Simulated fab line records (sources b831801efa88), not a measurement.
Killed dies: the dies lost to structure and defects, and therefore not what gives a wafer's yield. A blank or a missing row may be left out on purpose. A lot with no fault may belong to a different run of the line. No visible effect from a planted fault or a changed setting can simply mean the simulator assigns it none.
fab line records | flow sky130
record: lots: 24 wafers: 72 last-day: 50
route steps=708 shown VT_ADJUST_LVTN@117 VT_ADJUST_PCH@153 LI_CONTACT@382 METAL1@451 CAPM@549
lots that met no fault: taken from a fault-free run of the same line
start-h: hours from the record's opening day to when the first of the lot's shown wafers began | wait-h: how many hours have passed since the lot's step before this one | " the same as in the row above | L1.1+2: a single row standing in for several wafers | - value missing, or start not given | * or withheld: withheld | < > ~ a bound
route shown NAME@n: names a module that has steps shown in the file, with the first one's number in the route | usual: mean and standard deviation over wafers with no fault | same: alike in all rows | chamber/n: place in a boat | sites: per-site readings | _std_site: the standard deviation of these | _edge_site: outer sites' mean less inner sites' | radius-mm: for every site, how far away it sits from the centre of the wafer | mask NAME#n: copy n | behind: tool/chamber where the wafer was last shaped | hold: why the lot went on hold/how many hours it stayed there/how the hold came to an end | device: transistor that didn't switch, given as n, p or np | end of line: the route-end tests of the same wafers | step lacking rows: just its recipe | killed: dies lost to structure and defects at the first sort, not the wafer's yield | map: a wafer's dies, marking killed ones x, the rest . and places with no die _
set.NAME: the run value of the setting; set.NAME@STEP: its run value at that earlier step | model.NAME: the simulator's own value behind a step, which no gauge read
a sample of lots followed through the steps of the route, with each step as a table and each wafer as a row
services: from which hour (start-h, from the record's first day; less than 0 if before it) a tool's chamber was out of use, for how many hours, and why
== steps ==
step: SKY_VT_ADJUST_LVTN_STRIP_20
recipe: chemistry: O2/N2 power-w: 1400 pressure-mtorr: 1500 platen-temp-c: withheld o2-flow-sccm: 3000 n2-flow-sccm: 300 overash-fraction: 0.5
usual: drypump-motor-current-A: 5.10/0.21 oes-product-au: 0.715/0.0046 strip-time-to-endpoint-s: 14.15/0.04
columns lot.wafer tool chamber start-h wait-h drypump-motor-current-A oes-product-au rf-hours-counter-h strip-time-to-endpoint-s
L074.2 plasma-asher-03 0 164.42 0.1 5.03 0.722 46 14.17
L074.3 " 1 " " 5.32 0.712 - 14.18
L074.5 " 0 " " 5.11 0.713 - 14.16
L075.1 plasma-asher-03 1 170.56 0.1 5.32 0.713 46 14.16
L075.2 " 0 " " 5.11 0.712 46 14.16
L075.3 " 1 " " 5.33 0.723 - 14.17
L076.2 plasma-asher-03 0 176.49 0.1 5.08 0.719 47 14.13
L076.3 " 0 " " 5.11 0.711 - 14.11
L076.4 " 1 " " 5.31 0.705 - 14.10
L077.1 plasma-asher-03 0 184.17 0.1 5.08 0.719 48 14.09
L077.4 " 1 " " 5.32 0.709 - 14.10
L077.5 " 1 " " 5.29 0.723 - 14.08
L078.1 plasma-asher-02 0 188.11 0.1 4.77 0.713 39 14.13
L078.2 " 1 " " 5.03 0.714 39 14.14
L078.4 " 0 " " 4.78 0.708 - 14.12
L080.2 plasma-asher-04 1 201.89 0.1 4.95 0.716 8 14.14
L080.3 " 1 " " 4.92 0.712 - 14.12
L080.5 " 1 " " 4.91 0.714 - 14.15
L079.1 plasma-asher-02 1 203.34 0.1 5.03 0.720 41 14.13
L079.2 " 0 " " 4.76 0.714 41 14.08
L079.5 " 1 " " 5.03 0.718 - 14.14
L081.3 plasma-asher-02 1 207.39 0.1 5.04 0.715 - 14.13
L081.4 " 0 " " 4.77 0.715 - 14.12
L081.5 " 1 " " 5.02 0.718 - 14.11
L082.3 plasma-asher-04 0 213.69 0.1 5.47 0.716 - 14.15
L082.5 " 0 " " 5.47 0.715 - 14.17
L082.6 " 1 " " 4.96 0.714 - 14.14
L083.1 plasma-asher-04 1 226.04 0.1 4.93 0.723 10 14.23
L083.2 " 0 " " 5.42 0.726 10 14.17
L083.6 " 1 " " 4.96 0.713 - 14.23
L084.1 plasma-asher-03 0 232.85 0.1 5.07 0.713 53 14.15
L084.2 " 1 " " 5.29 0.717 53 14.13
L084.4 " 0 " " 5.12 0.713 - 14.17
L085.1 plasma-asher-02 0 243.40 0.1 4.78 0.704 45 14.11
L085.2 " 1 " " 5.00 0.720 45 14.10
L085.6 " 1 " " 5.00 0.721 - 14.04
L086.3 plasma-asher-03 1 243.74 0.1 5.32 0.715 - 14.12
L086.4 " 0 " " 5.08 0.722 - 14.07
L086.5 " 1 " " 5.29 0.718 - 14.10
L087.1 plasma-asher-03 1 251.22 0.1 5.31 0.713 54 14.18
L087.3 " 0 " " 5.12 0.717 - 14.18
L087.5 " 0 " " 5.11 0.715 - 14.19
L088.1 plasma-asher-04 0 255.84 0.1 5.47 0.715 13 14.13
L088.3 " 1 " " 4.96 0.712 - 14.15
L088.6 " 1 " " 4.93 0.716 - 14.14
L089.1 plasma-asher-03 1 262.34 0.1 5.33 0.712 55 14.11
L089.2 " 0 " " 5.09 0.723 55 14.15
L089.6 " 0 " " 5.08 0.715 - 14.14
L090.4 plasma-asher-02 1 269.77 0.1 5.04 0.713 - 14.19
L090.5 " 0 " " 4.79 0.715 - 14.14
L090.6 " 1 " " 5.03 0.712 - 14.19
L091.2 plasma-asher-03 1 275.80 0.1 5.32 0.719 57 14.19
L091.4 " 0 " " 5.15 0.710 - 14.18
L091.6 " 0 " " 5.11 0.719 - 14.15
L092.2 plasma-asher-03 1 287.62 0.1 5.31 0.725 58 14.21
L092.3 " 0 " " 5.12 0.716 - 14.21
L092.5 " 1 " " 5.32 0.714 - 14.24
L093.4 plasma-asher-02 0 293.44 0.1 4.78 0.715 - 14.16
L093.5 " 1 " " 5.02 0.712 - 14.19
L093.6 " 0 " " 4.77 0.718 - 14.16
L094.2 plasma-asher-03 1 295.89 0.1 5.33 0.720 59 14.16
L094.4 " 1 " " 5.33 0.713 - 14.22
L094.6 " 0 " " 5.10 0.711 - 14.19
L095.1 plasma-asher-02 1 301.94 0.1 5.01 0.717 50 14.22
L095.3 " 0 " " 4.78 0.717 - 14.21
L095.6 " 1 " " 5.03 0.712 - 14.23
L096.1 plasma-asher-02 0 307.77 0.1 4.76 0.708 51 14.10
L096.3 " 1 " " 5.03 0.711 - 14.14
L096.5 " 1 " " 5.04 0.711 - 14.12
L097.1 plasma-asher-04 1 319.60 0.1 4.95 0.712 19 14.17
L097.2 " 0 " " 5.43 0.720 19 14.19
L097.6 " 1 " " 4.92 0.709 - 14.14
step: SKY_VT_ADJUST_PCH_TW_MEAS_10
usual: VT_ADJUST_PCH_TW: 143.8/0.88
columns lot.wafer tool chamber start-h wait-h VT_ADJUST_PCH_TW
L074.2 film-metro-04 - 229.53 0.1 142.6
L074.3 " - " " 142.6
L074.5 " - " " 143.0
L075.1 film-metro-03 - 236.10 0.1 143.9
L075.2 " - " " 143.4
L075.3 " - " " 143.3
L076.2 film-metro-01 - 243.01 0.1 143.8
L076.3 " - " " 143.7
L076.4 " - " " 143.8
L077.1 film-metro-04 - 250.30 0.1 143.6
L077.4 " - " " 143.1
L077.5 " - " " 143.1
L078.1 film-metro-01 - 255.60 0.1 144.1
L078.2 " - " " 144.6
L078.4 " - " " 144.4
L080.2 film-metro-01 - 272.48 0.1 145.6
L080.3 " - " " 144.6
L080.5 " - " " 145.7
L079.1 film-metro-03 - 272.50 0.1 143.9
L079.2 " - " " 144.6
L079.5 " - " " 143.4
L081.3 film-metro-04 - 276.57 0.1 143.4
L081.4 " - " " 143.1
L081.5 " - " " 143.1
L082.3 film-metro-03 - 284.92 0.1 144.2
L082.5 " - " " 144.7
L082.6 " - " " 144.4
L083.1 film-metro-01 - 296.20 0.1 145.6
L083.2 " - " " 145.1
L083.6 " - " " 145.0
L084.1 film-metro-04 - 305.77 0.1 143.0
L084.2 " - " " 143.4
L084.4 " - " " 143.8
L085.1 film-metro-03 - 316.95 0.1 143.6
L085.2 " - " " 143.9
L085.6 " - " " 143.4
L086.3 film-metro-03 - 318.29 0.1 142.5
L086.4 " - " " 143.7
L086.5 " - " " 142.8
L087.1 film-metro-03 - 325.35 0.1 142.8
L087.3 " - " " 142.7
L087.5 " - " " 143.8
L088.1 film-metro-03 - 331.10 0.1 143.7
L088.3 " - " " 144.6
L088.6 " - " " 143.1
L089.1 film-metro-01 - 338.25 0.1 145.3
L089.2 " - " " 145.3
L089.6 " - " " 145.7
L090.4 film-metro-04 - 347.38 0.1 143.0
L090.5 " - " " 143.0
L090.6 " - " " 142.7
L091.2 film-metro-04 - 353.71 0.1 143.4
L091.4 " - " " 142.9
L091.6 " - " " 143.4
L092.2 film-metro-03 - 367.83 0.1 143.3
L092.3 " - " " 142.8
L092.5 " - " " 144.3
L093.4 film-metro-03 - 374.28 0.1 144.1
L093.5 " - " " 142.9
L093.6 " - " " 143.7
L094.2 film-metro-03 - 376.16 0.1 143.4
L094.4 " - " " 143.6
L094.6 " - " " 144.1
L095.1 film-metro-04 - 382.75 0.1 141.6
L095.3 " - " " 142.8
L095.6 " - " " 143.1
L096.1 film-metro-01 - 389.92 0.1 145.0
L096.3 " - " " 145.1
L096.5 " - " " 144.8
L097.1 film-metro-04 - 404.40 0.1 144.0
L097.2 " - " " 143.9
L097.6 " - " " 143.2
step: SKY_LI_CONTACT_SPUTTER_20
recipe: material: TiN target-thk-nm: 20 chamber-pressure-pa: 5 power-w: 4000 time-s: 80
usual: cathode-dc-power-W: 3999.9/0.74 chamber-pressure-pa: 4.999/0.011 throttle-valve-pct: 29.8/1.2
columns lot.wafer tool chamber start-h wait-h cathode-dc-power-W chamber-pressure-pa throttle-valve-pct
L074.2 pvd-sputter-04 - 689.96 0.0 3998.7 5.022 31.1
L074.3 " - " " 4000.5 4.993 31.7
L074.5 " - " " 3999.1 4.994 29.6
L075.1 pvd-sputter-03 - 693.00 0.0 3999.5 4.991 30.4
L075.2 " - " " 4000.0 4.989 30.5
L075.3 " - " " 4000.9 4.982 29.3
L076.2 pvd-sputter-03 - 697.03 0.0 4000.6 4.989 30.1
L076.3 " - " " 4000.3 5.011 29.2
L076.4 " - " " 4001.2 5.013 30.7
L077.1 pvd-sputter-02 - 699.90 0.0 3998.3 5.003 29.9
L077.4 " - " " 4000.3 4.985 29.9
L077.5 " - " " 4000.5 5.001 30.1
L078.1 pvd-sputter-03 - 702.18 0.0 3999.7 5.014 30.5
L078.2 " - " " 4000.9 4.995 29.1
L078.4 " - " " 4000.6 5.007 30.7
L080.2 pvd-sputter-02 - 726.37 0.0 3999.0 4.978 26.8
L080.3 " - " " 4000.0 5.003 29.8
L080.5 " - " " 3998.9 5.008 29.8
L079.1 pvd-sputter-03 - 727.50 0.0 4000.0 4.990 30.7
L079.2 " - " " 3999.5 5.005 30.4
L079.5 " - " " 4001.2 4.999 30.3
L081.3 pvd-sputter-02 - 731.88 0.0 3999.1 5.007 29.7
L081.4 " - " " 3999.7 4.986 29.6
L081.5 " - " " 3999.8 5.004 29.8
L082.3 pvd-sputter-02 - 738.87 0.0 3999.6 4.994 29.5
L082.5 " - " " 3998.6 4.989 29.3
L082.6 " - " " 3999.5 5.003 27.2
L083.1 pvd-sputter-02 - 751.27 0.0 3999.4 5.005 29.7
L083.2 " - " " 4000.6 4.983 29.5
L083.6 " - " " 4000.5 4.992 26.6
L084.1 pvd-sputter-03 - 764.44 0.0 4000.8 5.004 30.3
L084.2 " - " " 4000.4 5.002 30.3
L084.4 " - " " 3998.8 5.004 29.4
L085.1 pvd-sputter-03 - 775.62 0.0 3999.8 4.994 30.8
L085.2 " - " " 4000.4 4.994 29.9
L085.6 " - " " 3998.8 4.976 30.6
L086.3 pvd-sputter-02 - 779.27 0.0 4000.8 5.004 29.9
L086.4 " - " " 4000.1 4.993 26.8
L086.5 " - " " 4001.4 4.994 26.5
L087.1 pvd-sputter-04 - 786.58 0.0 4000.2 4.992 29.3
L087.3 " - " " 3999.9 5.000 31.9
L087.5 " - " " 3999.9 4.976 29.3
L088.1 pvd-sputter-02 - 790.42 0.0 3999.1 5.019 26.9
L088.3 " - " " 3999.2 4.993 29.7
L088.6 " - " " 4001.4 4.999 29.6
L089.1 pvd-sputter-02 - 795.63 0.0 4000.7 5.022 29.7
L089.2 " - " " 4000.5 4.981 26.7
L089.6 " - " " 4000.8 4.994 30.2
L090.4 pvd-sputter-03 - 805.49 0.0 3998.1 5.001 30.7
L090.5 " - " " 3998.9 4.991 29.4
L090.6 " - " " 4000.8 5.011 30.4
L091.2 pvd-sputter-03 - 809.29 0.0 4000.1 5.014 30.4
L091.4 " - " " 4000.8 4.991 30.4
L091.6 " - " " 4000.0 4.992 29.6
L092.2 pvd-sputter-02 - 823.24 0.0 3998.8 5.015 29.8
L092.3 " - " " 3999.9 4.993 29.4
L092.5 " - " " 3999.9 4.993 29.6
L093.4 pvd-sputter-03 - 831.73 0.0 4000.9 4.989 30.5
L093.5 " - " " 3998.8 5.000 30.4
L093.6 " - " " 4001.0 5.019 29.4
L094.2 pvd-sputter-02 - 833.72 0.0 3998.7 4.987 30.1
L094.4 " - " " 4000.5 5.012 29.3
L094.6 " - " " 3999.9 5.002 29.7
L095.1 pvd-sputter-02 - 840.61 0.0 4000.2 5.010 29.3
L095.3 " - " " 4000.5 4.996 26.7
L095.6 " - " " 4000.7 5.008 29.6
L096.1 pvd-sputter-04 - 843.26 0.0 3999.4 5.010 31.9
L096.3 " - " " 3999.8 5.015 29.7
L096.5 " - " " 4000.7 4.985 31.7
L097.1 pvd-sputter-04 - 855.03 0.0 3999.2 5.008 31.1
L097.2 " - " " 4000.0 5.002 31.7
L097.6 " - " " 4000.4 4.980 31.3
step: SKY_LI_CONTACT_THK_MEAS_23
recipe: thk-meas-gauge: xrf reads: W_of_LI_CONTACT_CVD_21
usual: LI_CONTACT_W_THK: 409/5.6
columns lot.wafer tool chamber start-h wait-h LI_CONTACT_W_THK[nm]
L074.2 film-metro-03 - 690.27 0.1 418
L074.3 " - " " 416
L074.5 " - " " 417
L075.1 film-metro-01 - 693.30 0.1 412
L075.2 " - " " 412
L075.3 " - " " 411
L076.2 film-metro-01 - 697.35 0.1 406
L076.3 " - " " 406
L076.4 " - " " 406
L077.1 film-metro-01 - 700.20 0.1 402
L077.4 " - " " 402
L077.5 " - " " 411
L078.1 film-metro-01 - 702.49 0.1 402
L078.2 " - " " 403
L078.4 " - " " 398
L080.2 film-metro-04 - 726.68 0.1 413
L080.3 " - " " 413
L080.5 " - " " 412
L079.1 film-metro-04 - 727.80 0.1 412
L079.2 " - " " 411
L079.5 " - " " 413
L081.3 film-metro-04 - 732.20 0.1 407
L081.4 " - " " 399
L081.5 " - " " 400
L082.3 film-metro-04 - 739.20 0.1 410
L082.5 " - " " 415
L082.6 " - " " 408
L083.1 film-metro-03 - 751.58 0.1 415
L083.2 " - " " 411
L083.6 " - " " 412
L084.1 film-metro-03 - 764.74 0.1 409
L084.2 " - " " 405
L084.4 " - " " 409
L085.1 film-metro-03 - 775.93 0.1 415
L085.2 " - " " 413
L085.6 " - " " 416
L086.3 film-metro-04 - 779.60 0.1 416
L086.4 " - " " 415
L086.5 " - " " 419
L087.1 film-metro-04 - 786.89 0.1 415
L087.3 " - " " 414
L087.5 " - " " 410
L088.1 film-metro-04 - 790.73 0.1 413
L088.3 " - " " 413
L088.6 " - " " 412
L089.1 film-metro-03 - 795.94 0.1 408
L089.2 " - " " 418
L089.6 " - " " 412
L090.4 film-metro-01 - 805.82 0.1 405
L090.5 " - " " 409
L090.6 " - " " 403
L091.2 film-metro-01 - 809.60 0.1 411
L091.4 " - " " 411
L091.6 " - " " 408
L092.2 film-metro-01 - 823.55 0.1 403
L092.3 " - " " 406
L092.5 " - " " 396
L093.4 film-metro-03 - 832.07 0.1 403
L093.5 " - " " 407
L093.6 " - " " 401
L094.2 film-metro-03 - 834.04 0.1 394
L094.4 " - " " 406
L094.6 " - " " 403
L095.1 film-metro-03 - 840.91 0.1 411
L095.3 " - " " 405
L095.6 " - " " 405
L096.1 film-metro-03 - 843.56 0.1 405
L096.3 " - " " 411
L096.5 " - " " 413
L097.1 film-metro-03 - 855.34 0.1 416
L097.2 " - " " 414
L097.6 " - " " 413
step: SKY_METAL1_DESCUM_17
recipe: chemistry: O2 source-power-w: 150 bias-power-w: 0 pressure-mtorr: 10 temp-c: 40 time-s: 8
usual: drypump-motor-current-A: 5.4/0.63 oes-product-au: 0.996/0.012
columns lot.wafer tool chamber start-h wait-h drypump-motor-current-A oes-product-au rf-hours-counter-h
L074.2 rie-metal-02 0 775.97 0.0 5.1 0.997 10
L074.3 " 1 " " 5.3 0.974 -
L074.5 " 1 " " 5.3 0.981 -
L075.1 rie-metal-02 0 779.46 0.0 5.1 0.994 10
L075.2 " 1 " " 5.3 0.987 13
L075.3 " 0 " " 5.1 0.999 -
L076.2 rie-metal-04 1 783.36 0.0 4.7 0.999 2
L076.3 " 0 " " 6.1 1.004 -
L076.4 " 1 " " 4.7 0.997 -
L077.1 rie-metal-02 0 785.47 0.0 5.1 0.996 10
L077.4 " 1 " " 5.3 0.984 -
L077.5 " 1 " " 5.2 0.981 -
L078.1 rie-metal-03 1 787.07 0.0 6.7 1.001 5
L078.2 " 0 " " 5.0 0.990 2
L078.4 " 1 " " 6.7 0.997 -
L080.2 rie-metal-02 0 810.27 0.0 5.1 1.004 11
L080.3 " 0 " " 5.1 0.988 -
L080.5 " 1 " " 5.2 0.985 -
L079.1 rie-metal-03 0 811.76 0.0 5.1 1.003 2
L079.2 " 1 " " 6.6 1.003 6
L079.5 " 0 " " 5.1 1.001 -
L081.3 rie-metal-04 0 817.17 0.0 6.1 1.009 -
L081.4 " 1 " " 4.7 1.003 -
L081.5 " 0 " " 6.1 1.011 -
L082.3 rie-metal-02 0 823.37 0.0 5.1 0.994 -
L082.5 " 0 " " 5.1 0.994 -
L082.6 " 1 " " 5.3 0.967 -
L083.1 rie-metal-02 0 835.52 0.0 5.1 1.002 12
L083.2 " 1 " " 5.3 0.979 15
L083.6 " 0 " " 5.1 1.004 -
L084.1 rie-metal-02 0 847.52 0.0 5.1 1.003 13
L084.2 " 1 " " 5.3 0.979 15
L084.4 " 0 " " 5.1 1.007 -
L085.1 rie-metal-03 1 857.67 0.0 6.7 0.997 8
L085.2 " 0 " " 5.0 0.990 4
L085.6 " 1 " " 6.6 1.002 -
L086.3 rie-metal-03 0 863.28 0.0 5.0 0.996 -
L086.4 " 1 " " 6.7 0.993 -
L086.5 " 1 " " 6.6 0.999 -
L087.1 rie-metal-04 0 869.36 0.0 6.1 1.000 11
L087.3 " 1 " " 4.7 1.000 -
L087.5 " 1 " " 4.7 1.005 -
L088.1 rie-metal-03 1 872.37 0.0 6.7 0.991 8
L088.3 " 1 " " 6.7 0.995 -
L088.6 " 0 " " 5.0 1.004 -
L089.1 rie-metal-03 0 877.27 0.0 5.1 1.000 5
L089.2 " 1 " " 6.6 1.004 9
L089.6 " 1 " " 6.6 1.008 -
L090.4 rie-metal-02 0 888.42 0.0 5.1 0.991 -
L090.5 " 0 " " 5.1 0.997 -
L090.6 " 1 " " 5.3 0.983 -
L091.2 rie-metal-02 0 891.52 0.0 5.1 1.002 14
L091.4 " 1 " " 5.3 0.973 -
L091.6 " 0 " " 5.1 0.997 -
L092.2 rie-metal-04 0 905.07 0.0 6.1 1.018 12
L092.3 " 0 " " 6.1 1.009 -
L092.5 " 1 " " 4.7 1.009 -
L093.4 rie-metal-02 1 914.62 0.0 5.2 0.964 -
L093.5 " 1 " " 5.3 0.969 -
L093.6 " 0 " " 5.1 1.006 -
L094.2 rie-metal-04 0 914.67 0.0 6.1 1.007 13
L094.4 " 1 " " 4.7 1.004 -
L094.6 " 1 " " 4.7 0.998 -
L095.1 rie-metal-04 0 922.32 0.0 6.1 1.008 13
L095.3 " 0 " " 6.1 1.010 -
L095.6 " 1 " " 4.7 0.998 -
L096.1 rie-metal-04 1 924.06 0.0 4.7 0.996 8
L096.3 " 1 " " 4.7 1.001 -
L096.5 " 1 " " 4.7 1.005 -
L097.1 rie-metal-04 1 935.32 0.0 4.7 1.010 8
L097.2 " 0 " " 6.1 1.008 14
L097.6 " 1 " " 4.7 0.999 -
step: SKY_CAPM_OVL_MEAS_12
usual: CAPM_OVL: 0.4/1.3
columns lot.wafer tool chamber start-h wait-h CAPM_OVL[nm]
L074.2 overlay-02 - 887.57 0.1 -0.7
L074.3 " - " " 0.4
L074.5 " - " " 0.8
L075.1 overlay-02 - 891.02 0.1 0.9
L075.2 " - " " 1.1
L075.3 " - " " 0.2
L076.2 overlay-01 - 892.87 0.1 0.9
L076.3 " - " " 1.0
L076.4 " - " " 2.2
L077.1 overlay-02 - 895.07 0.1 3.3
L077.4 " - " " 2.6
L077.5 " - " " 3.8
L078.1 overlay-01 - 897.67 0.1 0.8
L078.2 " - " " -0.9
L078.4 " - " " -0.4
L080.2 overlay-02 - 918.41 0.1 2.5
L080.3 " - " " 0.3
L080.5 " - " " 0.8
L079.1 overlay-02 - 921.47 0.1 -0.9
L079.2 " - " " -0.6
L079.5 " - " " 0.3
L081.3 overlay-01 - 926.13 0.1 0.6
L081.4 " - " " -1.0
L081.5 " - " " -0.5
L082.3 overlay-02 - 932.93 0.1 -1.8
L082.5 " - " " 0.2
L082.6 " - " " 0.6
L083.1 overlay-01 - 943.40 0.1 -2.4
L083.2 " - " " -1.0
L083.6 " - " " -0.6
L084.1 overlay-01 - 952.77 0.1 0.5
L084.2 " - " " 0.6
L084.4 " - " " 0.7
L085.1 overlay-02 - 964.07 0.1 0.6
L085.2 " - " " 1.0
L085.6 " - " " 0.4
L086.3 overlay-01 - 969.32 0.1 1.2
L086.4 " - " " 0.0
L086.5 " - " " -0.3
L087.1 overlay-01 - 974.02 0.1 -1.5
L087.3 " - " " -0.9
L087.5 " - " " 0.4
L088.1 overlay-01 - 976.67 0.1 -2.7
L088.3 " - " " -2.0
L088.6 " - " " -1.6
L089.1 overlay-01 - 980.77 0.1 -0.2
L089.2 " - " " -1.3
L089.6 " - " " 0.6
L090.4 overlay-02 - 991.49 0.1 -0.6
L090.5 " - " " 0.1
L090.6 " - " " -2.1
L091.2 overlay-02 - 995.37 0.1 0.9
L091.4 " - " " 1.2
L091.6 " - " " 1.7
L092.2 overlay-02 - 1006.86 0.1 0.2
L092.3 " - " " 0.8
L092.5 " - " " 1.5
L093.4 overlay-02 - 1015.44 0.1 0.4
L093.5 " - " " 1.0
L093.6 " - " " -0.2
L094.2 overlay-02 - 1016.51 0.1 2.8
L094.4 " - " " 1.2
L094.6 " - " " 2.6
L095.1 overlay-01 - 1023.55 0.1 0.7
L095.3 " - " " 2.4
L095.6 " - " " 1.3
L096.1 overlay-01 - 1024.57 0.1 -2.7
L096.3 " - " " -1.0
L096.5 " - " " -0.2
L097.1 overlay-02 - 1035.32 0.1 2.5
L097.2 " - " " 1.2
L097.6 " - " " 2.3
== services ==
columns tool chamber start-h hours kind
rie-metal-02 0 155.51 2.8 repair
plasma-asher-03 - 161.87 0.6 repair
pvd-sputter-03 - 192.24 10.2 repair
rie-metal-02 1 263.56 19.2 repair
pvd-sputter-02 - 283.20 1.0 repair
rie-metal-02 - 308.29 0.4 repair
plasma-asher-03 - 402.19 4.3 repair
plasma-asher-03 - 421.25 9.0 pm
plasma-asher-03 - 428.03 2.7 repair
pvd-sputter-02 - 450.35 0.7 repair
pvd-sputter-02 - 471.85 2.5 repair
pvd-sputter-02 - 492.34 4.8 repair
plasma-asher-03 - 505.81 23.8 repair
pvd-sputter-02 - 506.17 1.0 repair
pvd-sputter-02 - 623.58 1.6 repair
rie-metal-02 - 659.61 2.8 pm
plasma-asher-03 - 665.71 0.6 repair
plasma-asher-03 - 666.26 2.8 pm
plasma-asher-03 - 670.87 1.4 repair
pvd-sputter-02 - 717.61 0.6 repair
rie-metal-02 0 740.81 18.2 repair
pvd-sputter-02 - 812.56 2.7 repair
rie-metal-02 - 903.07 0.6 repair
plasma-asher-03 - 908.74 1.4 repair
== key ==
fault none
